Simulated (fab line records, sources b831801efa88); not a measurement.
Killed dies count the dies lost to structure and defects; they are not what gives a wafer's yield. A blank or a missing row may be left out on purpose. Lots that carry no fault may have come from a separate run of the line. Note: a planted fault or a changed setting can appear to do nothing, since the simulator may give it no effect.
fab line records	flow sky130
record: lots: 6	wafers: 18	last_day: 50
route steps=708 shown VT_ADJUST_HVTR@140 VT_ADJUST_PCH@143 PAD_OPEN@708
lots that met no fault: taken from a fault-free run of the same line
start_h: hours from the record's opening day to when the first of the lot's shown wafers began	wait_h: how many hours have passed since the lot's step before this one	" unchanged from the row above	L1.1+2: several wafers, shown together as one row	- no value present, or no start provided	* or withheld: withheld	< > ~ a bound
route shown NAME@n: names a module that has steps shown in the file, with the first one's number in the route	usual: mean and standard deviation over wafers with no fault	same: alike in all rows	chamber/n: place in a boat	sites: readings site by site	_std_site: standard deviation across them	_edge_site: outer sites' mean less inner sites'	radius_mm: for every site, how far away it sits from the centre of the wafer	mask NAME#n: copy n	behind: the last tool/chamber to shape the wafer	hold: reason for holding the lot/hours on hold/outcome of the hold	device: whichever transistor did not switch (one of n, p or np)	end of line: the same wafers' tests at the end of the route	a step given without rows: its recipe and nothing more	killed: count of dies lost to structure and defects at first sort (not the wafer's yield)	map: per-die view of a wafer (x killed, . not killed, _ where there is no die)
set.NAME: the setting as run; set.NAME@STEP: as run at that earlier step	model.NAME: the simulator's own value behind a step, which no gauge read
lots seen at some steps along the route; tables by step, rows by wafer
services: the hour from which a tool's chamber was out of use, counted from the record's first day as start_h (under 0 if before that day), plus the number of hours and why
== steps ==
step: SKY_VT_ADJUST_HVTR_IMPLANT_09
recipe: species: B	energy_kev: 10	dose_cm2: 2.149e+12	tilt_deg: withheld
step: SKY_VT_ADJUST_HVTR_STRIP_10
recipe: chemistry: O2/N2	power_w: 1400	pressure_mtorr: 1500	platen_temp_c: withheld	o2_flow_sccm: 3000	n2_flow_sccm: 300	overash_fraction: 0.5
usual: chamber_pressure_mTorr: 1500.0/1.4	drypump_motor_current_A: 5.5/0.47	oes_product_au: 0.716/0.0049	strip_time_to_endpoint_s: 14.17/0.039
same: overash_fraction: 0.5
lot.wafer	tool	chamber	start_h	wait_h	chamber_pressure_mTorr	drypump_motor_current_A	oes_product_au	rf_hours_counter_h	strip_time_to_endpoint_s
L990.1	plasma_asher-02	1	218.33	0.1	1502.2	5.5	0.710	55	14.11
L990.3	"	0	"	"	1501.5	6.1	0.725	-	14.13
L990.6	"	1	"	"	1499.9	5.5	0.722	-	14.15
L997.2	plasma_asher-03	1	272.92	0.1	1498.6	5.0	0.717	15	14.18
L997.3	"	0	"	"	1500.8	4.8	0.716	-	14.15
L997.5	"	0	"	"	1502.4	4.8	0.714	-	14.14
L106.2	plasma_asher-02	0	337.41	0.1	1499.9	6.1	0.714	66	14.18
L106.3	"	1	"	"	1501.2	5.5	0.708	-	14.17
L106.6	"	1	"	"	1499.4	5.4	0.713	-	14.18
L107.2	plasma_asher-03	1	342.37	0.1	1496.7	5.0	0.720	22	14.19
L107.4	"	1	"	"	1499.4	5.0	0.713	-	14.12
L107.5	"	0	"	"	1500.2	4.9	0.702	-	14.13
L108.2	plasma_asher-03	0	347.92	0.1	1499.7	4.8	0.708	22	14.12
L108.3	"	1	"	"	1499.4	5.0	0.723	-	14.09
L108.4	"	0	"	"	1499.2	4.8	0.717	-	14.07
L109.1	plasma_asher-03	0	355.92	0.1	1498.7	4.8	0.715	23	14.16
L109.3	"	0	"	"	1500.7	4.8	0.715	-	14.16
L109.5	"	1	"	"	1502.6	5.0	0.718	-	14.17
step: SKY_VT_ADJUST_HVTR_TW_MEAS_11
usual: VT_ADJUST_HVTR_TW: 212.2/1.5
lot.wafer	tool	chamber	start_h	wait_h	VT_ADJUST_HVTR_TW
L990.1	film_metro-01	-	218.43	0.1	212.0
L990.3	"	-	"	"	209.9
L990.6	"	-	"	"	211.3
L997.2	film_metro-04	-	273.03	0.1	214.5
L997.3	"	-	"	"	213.3
L997.5	"	-	"	"	213.9
L106.2	film_metro-01	-	337.52	0.1	210.1
L106.3	"	-	"	"	209.2
L106.6	"	-	"	"	208.4
L107.2	film_metro-02	-	342.48	0.1	213.1
L107.4	"	-	"	"	214.7
L107.5	"	-	"	"	214.1
L108.2	film_metro-01	-	348.03	0.1	208.6
L108.3	"	-	"	"	210.1
L108.4	"	-	"	"	210.0
L109.1	film_metro-02	-	356.02	0.1	213.8
L109.3	"	-	"	"	213.4
L109.5	"	-	"	"	213.3
step: SKY_VT_ADJUST_PCH_DEHYDRATE_00
recipe: temp_c: 200	time_s: 60
step: SKY_VT_ADJUST_PCH_HMDS_01
recipe: prime_time_s: 60	prime_temp_c: 120
step: SKY_VT_ADJUST_PCH_COAT_02
recipe: spin_rpm: 2000	resist_thk_nm: 3000
step: SKY_VT_ADJUST_PCH_SOFTBAKE_03
recipe: temp_c: 110	time_s: withheld
step: SKY_VT_ADJUST_PCH_EXPOSE_04
recipe: mask_id: NWM	na: 0.6	source_shape: conventional	sigma_outer: 0.6	polarization: unpolarized	target_cd_nm: 840	dose_mj: 255
step: SKY_VT_ADJUST_PCH_PEB_05
recipe: temp_c: 115	time_s: withheld
step: SKY_VT_ADJUST_PCH_DEVELOP_06
recipe: wall_angle_deg: 90	developer: TMAH	develop_time_s: 60	dev_temp_c: 23
step: SKY_VT_ADJUST_PCH_OVL_MEAS_07
usual: VT_ADJUST_PCH_OVL: 0.1/1.3
lot.wafer	tool	chamber	start_h	wait_h	VT_ADJUST_PCH_OVL[nm]
L990.1	overlay-02	-	239.96	-	1.8
L990.3	"	-	"	"	2.3
L990.6	"	-	"	"	0.2
L997.2	overlay-01	-	297.16	-	1.4
L997.3	"	-	"	"	0.5
L997.5	"	-	"	"	1.8
L106.2	overlay-02	-	365.08	-	-1.5
L106.3	"	-	"	"	-0.8
L106.6	"	-	"	"	-1.6
L107.2	overlay-02	-	370.33	-	-0.7
L107.4	"	-	"	"	-1.3
L107.5	"	-	"	"	-1.0
L108.2	overlay-01	-	375.51	-	0.7
L108.3	"	-	"	"	-0.7
L108.4	"	-	"	"	-0.9
L109.1	overlay-02	-	384.51	-	0.3
L109.3	"	-	"	"	-1.3
L109.5	"	-	"	"	0.8
step: SKY_VT_ADJUST_PCH_IMPLANT_08
recipe: species: B	energy_kev: 10	dose_cm2: 5e+11	tilt_deg: withheld
step: SKY_VT_ADJUST_PCH_STRIP_09
recipe: chemistry: O2/N2	power_w: 1400	pressure_mtorr: 1500	platen_temp_c: withheld	o2_flow_sccm: 3000	n2_flow_sccm: 300	overash_fraction: 0.5
usual: chamber_pressure_mTorr: 1499.7/1.2	drypump_motor_current_A: 5.4/0.42	oes_product_au: 0.723/0.0042	strip_time_to_endpoint_s: 36.92/0.096
same: overash_fraction: 0.5
lot.wafer	tool	chamber	start_h	wait_h	chamber_pressure_mTorr	drypump_motor_current_A	oes_product_au	rf_hours_counter_h	strip_time_to_endpoint_s
L990.1	plasma_asher-04	0	240.14	0.1	1499.6	5.7	0.721	56	36.75
L990.3	"	1	"	"	1499.0	5.7	0.726	-	36.75
L990.6	"	0	"	"	1500.2	5.6	0.716	-	36.77
L997.2	plasma_asher-03	0	297.34	0.1	1500.6	4.8	0.724	17	36.90
L997.3	"	0	"	"	1499.8	4.8	0.716	-	36.81
L997.5	"	1	"	"	1499.0	5.0	0.728	-	36.81
L106.2	plasma_asher-04	0	365.26	0.1	1496.6	5.6	0.661	67	42.69
L106.3	"	1	"	"	1499.5	5.7	0.649	-	42.64
L106.6	"	1	"	"	1499.7	5.7	0.660	-	42.80
L107.2	plasma_asher-01	0	370.51	0.1	1499.1	6.0	0.720	54	36.90
L107.4	"	0	"	"	1499.4	6.0	0.727	-	36.94
L107.5	"	1	"	"	1499.0	5.7	0.726	-	36.97
L108.2	plasma_asher-04	0	375.90	0.1	1500.3	5.6	0.656	68	42.63
L108.3	"	1	"	"	1500.9	5.7	0.655	-	42.61
L108.4	"	0	"	"	1501.4	5.6	0.653	-	42.71
L109.1	plasma_asher-03	0	384.69	0.1	1500.3	4.8	0.720	25	36.83
L109.3	"	1	"	"	1500.8	5.0	0.725	-	36.77
L109.5	"	0	"	"	1500.2	4.8	0.721	-	36.83
step: SKY_VT_ADJUST_PCH_TW_MEAS_10
usual: VT_ADJUST_PCH_TW: 142.0/0.9
lot.wafer	tool	chamber	start_h	wait_h	VT_ADJUST_PCH_TW
L990.1	film_metro-03	-	240.24	0.1	141.7
L990.3	"	-	"	"	141.6
L990.6	"	-	"	"	142.3
L997.2	film_metro-01	-	297.45	0.1	141.8
L997.3	"	-	"	"	141.5
L997.5	"	-	"	"	142.0
L106.2	film_metro-01	-	365.37	0.1	141.5
L106.3	"	-	"	"	140.6
L106.6	"	-	"	"	140.4
L107.2	film_metro-03	-	370.62	0.1	142.6
L107.4	"	-	"	"	142.2
L107.5	"	-	"	"	142.8
L108.2	film_metro-01	-	376.01	0.1	140.7
L108.3	"	-	"	"	141.5
L108.4	"	-	"	"	141.3
L109.1	film_metro-03	-	384.79	0.1	142.9
L109.3	"	-	"	"	142.7
L109.5	"	-	"	"	141.7
step: SKY_PAD_OPEN_PROBE_99
usual: killed_at_M0_to_M3: 43/7.1	killed_at_M4_up: 3.0/1.9	killed_at_contacts: 24/5	killed_at_front_end: 15/4.3	killed_at_other: 0.3/0.5	killed_dies: 85/9.6	killed_open: 46/7.1	killed_short: 39/6.8
same: gross_dies: 492	killed_at_back_side: 0
lot.wafer	tool	chamber	start_h	wait_h	killed_at_M0_to_M3	killed_at_M4_up	killed_at_contacts	killed_at_front_end	killed_at_other	killed_dies	killed_open	killed_short
L990.1	prober-02	-	1094.67	0.1	41	4	22	16	0	83	48	35
L990.3	prober-02	-	1094.77	0.2	40	4	21	14	1	80	41	39
L990.6	prober-02	-	1094.92	0.2	39	2	20	13	0	74	41	33
L997.2	prober-02	-	1129.37	0.1	38	7	28	11	0	84	42	42
L997.3	prober-02	-	1129.42	0.2	43	3	11	11	0	68	35	33
L997.5	prober-02	-	1129.52	0.2	32	7	27	20	1	87	38	49
L106.2	prober-02	-	1173.90	0.1	43	4	20	15	1	83	37	46
L106.3	prober-02	-	1173.95	0.2	50	4	26	13	0	93	43	50
L106.6	prober-02	-	1174.10	0.2	39	5	31	14	0	89	48	41
L107.2	prober-01	-	1177.29	0.1	42	3	29	21	0	95	51	44
L107.4	prober-01	-	1177.39	0.2	39	2	23	25	0	89	51	38
L107.5	prober-01	-	1177.44	0.2	46	2	24	17	0	89	44	45
L108.2	prober-02	-	1185.53	0.1	39	2	17	18	0	76	48	28
L108.3	prober-02	-	1185.58	0.2	43	8	23	7	0	81	39	42
L108.4	prober-02	-	1185.63	0.2	32	4	23	15	0	74	40	34
L109.1	prober-01	-	1189.49	0.1	40	1	23	10	2	76	34	42
L109.3	prober-01	-	1189.59	0.2	56	0	27	15	0	98	59	39
L109.5	prober-01	-	1189.69	0.2	49	3	21	12	1	86	46	40
killed by level:class
L990.1 LI_CONTACT:geometric_particle:open=9 VIA1:geometric_particle:open=8 CONTACT:geometric_particle:open=8 VIA2:geometric_particle:open=7 VIA1:geometric_particle:short=5 FIELD_ISO:geometric_particle:short=4 POLY_GATE:geometric_particle:open=4 LOCAL_INTERCONNECT:geometric_particle:short=4
L990.3 VIA1:geometric_particle:open=16 CONTACT:geometric_particle:open=7 LOCAL_INTERCONNECT:geometric_particle:short=5 FIELD_ISO:geometric_particle:short=4 LI_CONTACT:geometric_particle:short=4 METAL4:geometric_particle:short=4 VIA3:geometric_particle:open=4 METAL2:geometric_particle:short=4
L990.6 LI_CONTACT:geometric_particle:open=10 METAL1:geometric_particle:short=8 VIA3:geometric_particle:open=7 FIELD_ISO:geometric_particle:open=5 CONTACT:geometric_particle:open=5 FIELD_ISO:geometric_particle:short=4 VIA1:geometric_particle:short=4 METAL2:geometric_particle:short=4
L997.2 CONTACT:geometric_particle:open=12 VIA1:geometric_particle:short=9 VIA1:geometric_particle:open=7 LI_CONTACT:geometric_particle:open=6 LI_CONTACT:geometric_particle:short=5 VIA2:geometric_particle:open=5 METAL4:geometric_particle:short=5 METAL2:geometric_particle:short=4
L997.3 VIA1:geometric_particle:open=7 CONTACT:geometric_particle:open=6 VIA1:geometric_particle:short=6 VIA3:geometric_particle:short=5 VIA2:geometric_particle:open=5 VIA3:geometric_particle:open=5 METAL1:geometric_particle:short=4 METAL2:geometric_particle:short=4
L997.5 FIELD_ISO:geometric_particle:short=9 CONTACT:geometric_particle:open=9 LOCAL_INTERCONNECT:geometric_particle:short=7 METAL4:geometric_particle:short=7 METAL1:geometric_particle:short=6 VIA1:geometric_particle:open=6 METAL2:geometric_particle:short=6 VIA3:geometric_particle:open=5
L106.2 CONTACT:geometric_particle:open=10 METAL2:geometric_particle:short=7 VIA1:geometric_particle:short=6 VIA3:geometric_particle:short=5 METAL1:geometric_particle:short=5 VIA3:geometric_particle:open=5 VIA1:geometric_particle:open=4 LI_CONTACT:geometric_particle:open=4
L106.3 VIA3:geometric_particle:open=9 LOCAL_INTERCONNECT:geometric_particle:short=7 VIA1:geometric_particle:open=7 CONTACT:geometric_particle:open=6 VIA1:geometric_particle:short=6 METAL2:geometric_particle:short=5 VIA2:geometric_particle:open=5 METAL1:geometric_particle:short=5
L106.6 LI_CONTACT:geometric_particle:open=12 VIA1:geometric_particle:open=11 CONTACT:geometric_particle:open=8 VIA1:geometric_particle:short=8 CONTACT:geometric_particle:short=5 FIELD_ISO:geometric_particle:short=4 METAL3:geometric_particle:short=4 VIA3:geometric_particle:open=4
L107.2 CONTACT:geometric_particle:short=12 VIA1:geometric_particle:open=11 CONTACT:geometric_particle:open=9 VIA2:geometric_particle:open=8 POLY_GATE:geometric_particle:open=6 POLY_GATE:geometric_particle:short=6 METAL1:geometric_particle:short=5 VIA3:geometric_particle:open=5
L107.4 POLY_GATE:geometric_particle:open=9 POLY_GATE:geometric_particle:short=9 CONTACT:geometric_particle:open=9 LI_CONTACT:geometric_particle:open=7 VIA1:geometric_particle:short=6 VIA1:geometric_particle:open=6 VIA2:geometric_particle:open=6 VIA3:geometric_particle:open=6
L107.5 VIA1:geometric_particle:open=9 CONTACT:geometric_particle:open=9 METAL1:geometric_particle:short=7 CONTACT:geometric_particle:short=7 LI_CONTACT:geometric_particle:open=6 METAL2:geometric_particle:short=6 VIA1:geometric_particle:short=5 VIA3:geometric_particle:open=5
L108.2 VIA1:geometric_particle:open=12 CONTACT:geometric_particle:open=9 METAL1:geometric_particle:short=7 VIA3:geometric_particle:open=6 FIELD_ISO:geometric_particle:short=4 POLY_GATE:geometric_particle:open=4 POLY_GATE:geometric_particle:short=4 LI_CONTACT:geometric_particle:open=4
L108.3 VIA2:geometric_particle:open=9 VIA1:geometric_particle:open=7 METAL2:geometric_particle:short=6 METAL4:geometric_particle:short=6 LI_CONTACT:geometric_particle:open=5 CONTACT:geometric_particle:short=5 CONTACT:geometric_particle:open=5 VIA2:geometric_particle:short=5
L108.4 CONTACT:geometric_particle:open=8 VIA1:geometric_particle:open=8 FIELD_ISO:geometric_particle:short=6 CONTACT:geometric_particle:short=6 VIA3:geometric_particle:open=6 LI_CONTACT:geometric_particle:open=5 VIA1:geometric_particle:short=5 FIELD_ISO:geometric_particle:open=4
L109.1 CONTACT:geometric_particle:open=8 VIA2:geometric_particle:open=7 CONTACT:geometric_particle:short=6 VIA1:geometric_particle:open=6 LI_CONTACT:geometric_particle:short=5 METAL1:geometric_particle:short=5 VIA3:geometric_particle:open=5 METAL2:geometric_particle:short=5
L109.3 VIA1:geometric_particle:open=16 CONTACT:geometric_particle:open=13 VIA1:geometric_particle:short=9 METAL2:geometric_particle:short=7 VIA3:geometric_particle:open=7 LI_CONTACT:geometric_particle:open=6 VIA2:geometric_particle:open=6 POLY_GATE:geometric_particle:open=4
L109.5 VIA1:geometric_particle:open=10 VIA2:geometric_particle:open=9 METAL2:geometric_particle:short=7 VIA1:geometric_particle:short=6 CONTACT:geometric_particle:open=6 LI_CONTACT:geometric_particle:open=5 CONTACT:geometric_particle:short=5 VIA2:geometric_particle:short=5
== services ==
tool	chamber	start_h	hours	kind
plasma_asher-04	-	258.29	1.2	repair
plasma_asher-01	-	262.23	5.1	repair
plasma_asher-03	-	273.48	0.4	repair
plasma_asher-01	-	321.18	0.5	repair
plasma_asher-04	-	331.88	2.0	repair
plasma_asher-04	-	339.27	4.0	repair
plasma_asher-04	-	346.81	2.8	pm
plasma_asher-03	-	367.90	11.1	repair
== key ==
first_sign: step: SKY_VT_ADJUST_PCH_STRIP_09	reading: strip_time_to_endpoint_s	direction: up	sigmas: 60	usual: *	struck: *
effect: step: SKY_VT_ADJUST_PCH_STRIP_09	reading: oes_product_au	direction: down	sigmas: 16	usual: 0.723	struck: 0.656
met_at SKY_VT_ADJUST_PCH_STRIP_09
struck_wafers L106.2,L106.3,L106.6,L108.2,L108.3,L108.4
tester_left_out L106,L108
onset_between 240.14 365.26
fault: kind: process_parameter_drift	tool: plasma_asher-04	chamber: -	onset_h: 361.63	steps: SKY_VT_ADJUST_PCH_STRIP_09	channel: power_w	offset: *	shape: step	end_h: 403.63	acts_in: *	stated: *
tester_left_out: of these lots the tester's yield and bins aren't shown, on N5 and GAA mostly nor the transistor test; their killed dies are dies lost to structure and defects alone, not to doping, threshold or leakage, so they don't give the yield
